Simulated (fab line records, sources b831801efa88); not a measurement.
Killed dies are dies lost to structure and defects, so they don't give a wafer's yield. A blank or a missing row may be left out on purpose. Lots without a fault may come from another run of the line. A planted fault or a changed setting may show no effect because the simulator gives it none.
Which tool did it? | flow sky130 | 10 lots, 30 wafers sampled, at 4 steps of a route of 708

WHAT THE GAUGES READ, wafer by wafer
SKY_CAPM_RS_MEAS_03: measures by four-point-probe.
lot  | measured     | on            | CAPM_TIN_RS (ohm/sq)
L943 | day 36 22:10 | film_metro-01 | 7.00 6.98 6.93
L947 | day 38 12:41 | film_metro-03 | 6.97 6.82 6.99
L946 | day 38 14:58 | film_metro-02 | 6.88 6.83 6.96
L948 | day 38 19:22 | film_metro-01 | 6.83 6.80 6.84
L949 | day 38 20:54 | film_metro-02 | 6.82 6.86 6.81
L951 | day 39 09:38 | film_metro-03 | 6.96 6.96 6.87
L952 | day 39 19:19 | film_metro-02 | 6.90 7.03 6.94
L954 | day 40 08:14 | film_metro-03 | 6.87 6.94 6.93
L964 | day 43 03:20 | film_metro-01 | 8.91 8.98 8.88
L965 | day 43 08:22 | film_metro-03 | 9.07 9.01 9.03

WHICH TOOL RAN EACH LOT (tool, then ch and the chambers of the sampled wafers, then the start)
lot  | SKY_METAL2_SPUTTER_01        | SKY_VIA2_CVD_21               | SKY_CAPM_SPUTTER_02
L943 | pvd_sputter-02, day 34 14:08 | cvd_w-01 ch 0,1, day 36 21:13 | pvd_sputter-03, day 36 22:04
L947 | pvd_sputter-02, day 36 06:17 | cvd_w-01 ch 0,1, day 38 11:43 | pvd_sputter-04, day 38 12:34
L946 | pvd_sputter-01, day 36 07:34 | cvd_w-01 ch 0,1, day 38 14:01 | pvd_sputter-01, day 38 14:49
L948 | pvd_sputter-03, day 36 12:53 | cvd_w-02 ch 0, day 38 18:19   | pvd_sputter-01, day 38 19:14
L949 | pvd_sputter-03, day 36 14:28 | cvd_w-02 ch 0, day 38 19:49   | pvd_sputter-04, day 38 20:47
L951 | pvd_sputter-03, day 37 03:08 | cvd_w-02 ch 0, day 39 08:33   | pvd_sputter-01, day 39 09:32
L952 | pvd_sputter-01, day 37 13:02 | cvd_w-02 ch 0,1, day 39 18:20 | pvd_sputter-01, day 39 19:12
L954 | pvd_sputter-02, day 38 02:12 | cvd_w-01 ch 0,1, day 40 07:17 | pvd_sputter-01, day 40 08:05
L964 | pvd_sputter-01, day 40 23:44 | cvd_w-01 ch 0,1, day 43 01:53 | pvd_sputter-04, day 43 03:13
L965 | pvd_sputter-03, day 41 04:55 | cvd_w-02 ch 0,1, day 43 07:24 | pvd_sputter-04, day 43 08:13
- SKY_METAL2_SPUTTER_01: material TiN, target thk 20 nm, time 16.7 s.
- SKY_VIA2_CVD_21: deposits W, target thk 420 nm, time 126.4 s.
- SKY_CAPM_SPUTTER_02: material TiN, target thk 200 nm, time 166.7 s.

THE ANSWER, worked out from the rows above alone
Rule: what is usual is taken from the lots themselves. Put in order of their means at a reading, lots are off if they are a third of the lots or fewer, leave a main group of 4 or more, and stand apart from it by a gap of 3 or more times the standard deviation of the main group's means; of several such gaps the widest counts. A main group whose means are all the same, to the digits that the tables above print for the reading, isn't used. A lot without any number at a reading at which 4 lots or more have one is off too. The other lots that the step has rows for count as sound.
Off: L964, L965, at SKY_CAPM_RS_MEAS_03 (CAPM_TIN_RS). The main group: mean 6.91 ohm/sq, standard deviation 0.051.
A tool fits if, at a process step before that reading, it ran every lot that is off, and no sound lot after the first of them. The gauges at SKY_CAPM_RS_MEAS_03 are tried like those tools. One fits: pvd_sputter-04 at SKY_CAPM_SPUTTER_02. Its last sound lot is L949 (day 38 20:47), its first lot that is off L964 (day 43 03:13): a fault that began between those two fits.

WHAT THE SIMULATOR HAD PUT IN
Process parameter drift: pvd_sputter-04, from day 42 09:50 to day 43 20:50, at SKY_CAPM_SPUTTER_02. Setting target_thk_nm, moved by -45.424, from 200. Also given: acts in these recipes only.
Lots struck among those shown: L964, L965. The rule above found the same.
